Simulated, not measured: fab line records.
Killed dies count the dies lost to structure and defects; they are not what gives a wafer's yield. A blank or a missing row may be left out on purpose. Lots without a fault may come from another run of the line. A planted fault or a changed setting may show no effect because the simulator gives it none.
What tool caused it? || flow gf180mcu || Sampling: 24 lots, 72 wafers, 3 of 602 route steps

WHAT THE GAUGES READ, wafer by wafer
GF_MVSD_TW_MEAS_11. Usual: for MVSD_TW the level is 1564 and the standard deviation is 7.8.
{"lot": "L074", "measured": "day 4 11:19", "on": "film-metro-04", "MVSD_TW": "1570 1560 1565", "flag": ""}
{"lot": "L075", "measured": "day 4 17:00", "on": "film-metro-04", "MVSD_TW": "1564 1567 1566", "flag": ""}
{"lot": "L076", "measured": "day 4 22:23", "on": "film-metro-02", "MVSD_TW": "1556 1560 1563", "flag": ""}
{"lot": "L077", "measured": "day 5 07:16", "on": "film-metro-04", "MVSD_TW": "1563 1568 1570", "flag": ""}
{"lot": "L078", "measured": "day 5 09:21", "on": "film-metro-01", "MVSD_TW": "1563 1572 1558", "flag": ""}
{"lot": "L079", "measured": "day 5 17:29", "on": "film-metro-04", "MVSD_TW": "1568 1566 1567", "flag": ""}
{"lot": "L080", "measured": "day 5 21:39", "on": "film-metro-01", "MVSD_TW": "1571 1566 1566", "flag": ""}
{"lot": "L081", "measured": "day 6 01:27", "on": "film-metro-02", "MVSD_TW": "1566 1573 1566", "flag": ""}
{"lot": "L082", "measured": "day 6 10:55", "on": "film-metro-01", "MVSD_TW": "1567 1565 1563", "flag": ""}
{"lot": "L083", "measured": "day 6 14:38", "on": "film-metro-04", "MVSD_TW": "1559 1557 1565", "flag": ""}
{"lot": "L084", "measured": "day 6 19:18", "on": "film-metro-02", "MVSD_TW": "1582 1578 1578", "flag": ""}
{"lot": "L085", "measured": "day 7 02:51", "on": "film-metro-04", "MVSD_TW": "1570 1555 1575", "flag": ""}
{"lot": "L086", "measured": "day 7 10:01", "on": "film-metro-02", "MVSD_TW": "1575 1560 1568", "flag": ""}
{"lot": "L087", "measured": "day 7 14:22", "on": "film-metro-04", "MVSD_TW": "1556 1563 1558", "flag": ""}
{"lot": "L088", "measured": "day 7 19:05", "on": "film-metro-01", "MVSD_TW": "1559 1563 1562", "flag": ""}
{"lot": "L089", "measured": "day 8 02:05", "on": "film-metro-01", "MVSD_TW": "1550 1543 1543", "flag": ""}
{"lot": "L090", "measured": "day 8 10:43", "on": "film-metro-02", "MVSD_TW": "1579 1571 1577", "flag": ""}
{"lot": "L091", "measured": "day 8 13:43", "on": "film-metro-04", "MVSD_TW": "1568 1558 1570", "flag": ""}
{"lot": "L092", "measured": "day 8 18:04", "on": "film-metro-01", "MVSD_TW": "1548 1553 1553", "flag": ""}
{"lot": "L093", "measured": "day 9 00:42", "on": "film-metro-01", "MVSD_TW": "1566 1571 1570", "flag": ""}
{"lot": "L094", "measured": "day 9 10:05", "on": "film-metro-02", "MVSD_TW": "1563 1564 1567", "flag": ""}
{"lot": "L095", "measured": "day 9 13:08", "on": "film-metro-01", "MVSD_TW": "1558 1568 1569", "flag": ""}
{"lot": "L096", "measured": "day 9 17:53", "on": "film-metro-01", "MVSD_TW": "1557 1561 1567", "flag": ""}
{"lot": "L097", "measured": "day 10 00:11", "on": "film-metro-01", "MVSD_TW": "1561 1557 1571", "flag": ""}

GF_VT_IMPLANT_TW_MEAS_10. Usual: for VT_IMPLANT_TW the level is 565.1 and the standard deviation is 2.9.
{"lot": "L074", "measured": "day 5 15:31", "on": "film-metro-01", "VT_IMPLANT_TW": "571.7 566.6 568.5", "flag": ""}
{"lot": "L075", "measured": "day 5 21:49", "on": "film-metro-01", "VT_IMPLANT_TW": "564.6 565.4 566.7", "flag": ""}
{"lot": "L076", "measured": "day 6 03:08", "on": "film-metro-01", "VT_IMPLANT_TW": "565.8 565.4 567.2", "flag": ""}
{"lot": "L077", "measured": "day 6 12:54", "on": "film-metro-02", "VT_IMPLANT_TW": "569.7 569.8 568.2", "flag": ""}
{"lot": "L078", "measured": "day 6 14:54", "on": "film-metro-03", "VT_IMPLANT_TW": "560.8 559.4 562.4", "flag": ""}
{"lot": "L079", "measured": "day 6 23:08", "on": "film-metro-03", "VT_IMPLANT_TW": "561.0 560.0 563.2", "flag": ""}
{"lot": "L080", "measured": "day 7 04:15", "on": "film-metro-01", "VT_IMPLANT_TW": "566.5 562.8 563.5", "flag": ""}
{"lot": "L081", "measured": "day 7 08:42", "on": "film-metro-03", "VT_IMPLANT_TW": "563.0 564.0 563.2", "flag": ""}
{"lot": "L082", "measured": "day 7 18:13", "on": "film-metro-03", "VT_IMPLANT_TW": "562.6 564.4 561.3", "flag": ""}
{"lot": "L083", "measured": "day 7 21:22", "on": "film-metro-02", "VT_IMPLANT_TW": "568.0 568.2 567.3", "flag": ""}
{"lot": "L084", "measured": "day 8 03:26", "on": "film-metro-03", "VT_IMPLANT_TW": "566.9 561.0 564.2", "flag": ""}
{"lot": "L085", "measured": "day 8 11:10", "on": "film-metro-02", "VT_IMPLANT_TW": "571.0 570.5 569.6", "flag": ""}
{"lot": "L086", "measured": "day 8 18:32", "on": "film-metro-03", "VT_IMPLANT_TW": "564.0 565.2 563.9", "flag": ""}
{"lot": "L087", "measured": "day 8 21:50", "on": "film-metro-03", "VT_IMPLANT_TW": "566.7 563.2 566.2", "flag": ""}
{"lot": "L088", "measured": "day 9 04:35", "on": "film-metro-01", "VT_IMPLANT_TW": "565.4 568.5 568.1", "flag": ""}
{"lot": "L089", "measured": "day 9 10:40", "on": "film-metro-02", "VT_IMPLANT_TW": "567.2 564.3 565.1", "flag": ""}
{"lot": "L090", "measured": "day 9 20:44", "on": "film-metro-03", "VT_IMPLANT_TW": "563.8 560.8 561.8", "flag": ""}
{"lot": "L091", "measured": "day 10 00:43", "on": "film-metro-03", "VT_IMPLANT_TW": "567.3 565.8 566.4", "flag": ""}
{"lot": "L092", "measured": "day 10 03:36", "on": "film-metro-01", "VT_IMPLANT_TW": "561.4 562.8 561.9", "flag": ""}
{"lot": "L093", "measured": "day 10 10:59", "on": "film-metro-03", "VT_IMPLANT_TW": "564.9 564.4 564.2", "flag": ""}
{"lot": "L094", "measured": "day 10 22:34", "on": "film-metro-03", "VT_IMPLANT_TW": "568.3 565.0 564.0", "flag": ""}
{"lot": "L095", "measured": "day 11 00:47", "on": "film-metro-01", "VT_IMPLANT_TW": "564.0 565.0 562.7", "flag": ""}
{"lot": "L096", "measured": "day 11 07:04", "on": "film-metro-03", "VT_IMPLANT_TW": "564.3 562.7 564.7", "flag": ""}
{"lot": "L097", "measured": "day 11 13:23", "on": "film-metro-01", "VT_IMPLANT_TW": "565.4 562.1 563.4", "flag": ""}

GF_VT_IMPLANT_OVL_MEAS_29. Usual: for VT_IMPLANT_02_OVL the level is 0.3 nm and the standard deviation is 1.3.
{"lot": "L074", "measured": "day 6 20:58", "on": "overlay-01", "VT_IMPLANT_02_OVL (nm)": "1.3 2.3 1.0", "flag": ""}
{"lot": "L075", "measured": "day 7 03:22", "on": "overlay-02", "VT_IMPLANT_02_OVL (nm)": "-0.3 0.4 -0.8", "flag": ""}
{"lot": "L076", "measured": "day 7 09:40", "on": "overlay-01", "VT_IMPLANT_02_OVL (nm)": "-0.1 1.8 -1.1", "flag": ""}
{"lot": "L077", "measured": "day 7 19:48", "on": "overlay-02", "VT_IMPLANT_02_OVL (nm)": "0.9 0.9 1.3", "flag": ""}
{"lot": "L078", "measured": "day 7 22:08", "on": "overlay-01", "VT_IMPLANT_02_OVL (nm)": "2.1 2.6 1.0", "flag": ""}
{"lot": "L079", "measured": "day 8 06:58", "on": "overlay-01", "VT_IMPLANT_02_OVL (nm)": "0.6 -2.9 -0.3", "flag": ""}
{"lot": "L080", "measured": "day 8 12:27", "on": "overlay-01", "VT_IMPLANT_02_OVL (nm)": "-1.9 -1.2 -1.0", "flag": ""}
{"lot": "L081", "measured": "day 8 16:55", "on": "overlay-02", "VT_IMPLANT_02_OVL (nm)": "-0.9 -1.4 -1.9", "flag": ""}
{"lot": "L082", "measured": "day 9 03:18", "on": "overlay-02", "VT_IMPLANT_02_OVL (nm)": "0.6 -0.8 -1.5", "flag": ""}
{"lot": "L083", "measured": "day 9 06:18", "on": "overlay-02", "VT_IMPLANT_02_OVL (nm)": "0.0 3.1 1.5", "flag": ""}
{"lot": "L084", "measured": "day 9 12:18", "on": "overlay-02", "VT_IMPLANT_02_OVL (nm)": "0.8 0.1 0.1", "flag": ""}
{"lot": "L085", "measured": "day 9 20:21", "on": "overlay-01", "VT_IMPLANT_02_OVL (nm)": "-1.0 1.2 1.7", "flag": ""}
{"lot": "L086", "measured": "day 10 04:04", "on": "overlay-02", "VT_IMPLANT_02_OVL (nm)": "-0.3 0.8 -0.2", "flag": ""}
{"lot": "L087", "measured": "day 10 08:33", "on": "overlay-02", "VT_IMPLANT_02_OVL (nm)": "0.3 0.2 0.7", "flag": ""}
{"lot": "L088", "measured": "day 10 14:04", "on": "overlay-02", "VT_IMPLANT_02_OVL (nm)": "-0.3 3.5 0.5", "flag": ""}
{"lot": "L089", "measured": "day 10 21:58", "on": "overlay-02", "VT_IMPLANT_02_OVL (nm)": "1.8 1.2 -0.1", "flag": ""}
{"lot": "L090", "measured": "day 11 08:37", "on": "overlay-01", "VT_IMPLANT_02_OVL (nm)": "-1.2 -1.1 -0.2", "flag": ""}
{"lot": "L091", "measured": "day 11 13:16", "on": "overlay-02", "VT_IMPLANT_02_OVL (nm)": "1.5 2.0 -2.0", "flag": ""}
{"lot": "L092", "measured": "day 11 16:04", "on": "overlay-02", "VT_IMPLANT_02_OVL (nm)": "0.3 -1.0 0.4", "flag": ""}
{"lot": "L093", "measured": "day 11 23:48", "on": "overlay-02", "VT_IMPLANT_02_OVL (nm)": "0.1 1.0 1.8", "flag": ""}
{"lot": "L094", "measured": "day 12 11:52", "on": "overlay-02", "VT_IMPLANT_02_OVL (nm)": "0.6 -0.6 -0.5", "flag": ""}
{"lot": "L095", "measured": "day 12 14:21", "on": "overlay-01", "VT_IMPLANT_02_OVL (nm)": "2.1 2.4 1.9", "flag": ""}
{"lot": "L096", "measured": "day 12 21:20", "on": "overlay-01", "VT_IMPLANT_02_OVL (nm)": "0.0 0.8 0.5", "flag": ""}
{"lot": "L097", "measured": "day 13 03:05", "on": "overlay-01", "VT_IMPLANT_02_OVL (nm)": "-0.6 -0.2 0.1", "flag": ""}

WHICH TOOL RAN EACH LOT (tool, then ch and the chambers of the sampled wafers, then the start)
The record shows no process step preceding these readings.

AS READ BY THE TOOLS THEMSELVES (means over the sampled wafers that have a number; for cases with no such wafer, the mark the record gives instead)
The record holds no such reading with a usual standard deviation.

THE ANSWER, worked out from the rows above alone
Rule: lot off if the mean of its wafers having a number is beyond 3 standard deviations from the usual mean. Also off: a lot with no number at a reading for which 4 or more lots have one. All remaining lots with rows at the step are treated as sound. First the gauges in route order, then the tools' own readings, where a lot's mean is used as printed above. At the first step where some lot is off, the reading lying furthest off is the one used; lots without a number count as furthest.
No lot is off at any reading shown: from this, nothing can be told.

WHAT HAD BEEN PUT IN BY THE SIMULATOR
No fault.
